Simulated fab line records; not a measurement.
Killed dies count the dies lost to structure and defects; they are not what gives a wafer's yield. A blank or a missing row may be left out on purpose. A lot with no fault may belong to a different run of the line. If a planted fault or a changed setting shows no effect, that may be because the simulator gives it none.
Problem report in the 8D (eight disciplines) form, filled by code ; flow sky130 ; the parts of the form that need people (team, actions taken, sign-off) are left out

## 1. WHAT WENT WRONG
Wafers without a fault read 15, standard deviation 4.3; killed at front end at SKY_PAD_OPEN_PROBE_99 reads a mean of 73 on 6 wafers belonging to 2 lots. Measured from the usual mean, that is +13 standard deviations.
First seen on wafer L334.2, day 48 10:37, on prober-01. Wafers with a number at this step in the record: 6, from 2 lots. By rule, "out" or "out of limits" means more than 4 standard deviations away from the usual mean. All remaining wafers that have a number are taken as sound.

## 2. WHAT IT IS AND WHAT IT IS NOT
question;is;is not
which readings at this step;killed at front end;killed_at_M4_up, killed at other
which lots;L334, L335;-
which wafers of those lots;all that have a number;-
read on which tools;prober-01, prober-02;-
when;from day 48 10:37;up to then (0 sound wafers)

## 3. THE SUSPECTS, EACH WITH WHAT RULES IT OUT
Counting: a tool stays on the suspect list if, at a process step up to the reading, it processed all lots that are out and no sound lot following the first of them.
- plasma asher-02 at SKY_VT_ADJUST_PCH_STRIP_09 (strips in O2/N2): kept. It ran every lot that is out, first L334 (day 14 09:27), and no sound lot after that.
After counting, what remains is plasma asher-02 at SKY_VT_ADJUST_PCH_STRIP_09.

## 4. THE CAUSE (what the simulator had put in)
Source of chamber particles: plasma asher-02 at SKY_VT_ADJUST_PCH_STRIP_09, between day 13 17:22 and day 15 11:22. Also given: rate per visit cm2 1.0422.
This tool alone remained once counting was done.

## 5. THE EFFECT CHAIN, in route order
Each row: a reading whose mean over the struck wafers that have a number lies more than 3 standard deviations from the usual. Readings are gone through only where the record gives a usual standard deviation; hours: the median, over the lots, of the time from a lot's start at the first step in this table giving one to that lot's start at this step; sigmas: the change measured in usual standard deviations.
hours;step;reading;usual;on struck wafers;change;sigmas
0;SKY_PAD_OPEN_PROBE_99;killed at front end;15;73;+58;+13
0;SKY_PAD_OPEN_PROBE_99;killed dies;86;135;+49;+5.5
Here are the process steps it includes:
- SKY_PAD_OPEN_PROBE_99

## 6. WHAT WOULD HAVE CAUGHT IT SOONER
In this record no reading fell out of limits until day 48 10:37, 833 hours after the fault had begun at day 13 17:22.
Tool readings at SKY_VT_ADJUST_PCH_STRIP_09 with a usual standard deviation given in the record: none out on any struck wafer, hence no alarm at a limit of 4 standard deviations on them.
By day 48 10:37, every lot that is out (2) had started SKY_VT_ADJUST_PCH_STRIP_09 on plasma asher-02. None of them would have been spared by holding the tool at that moment.
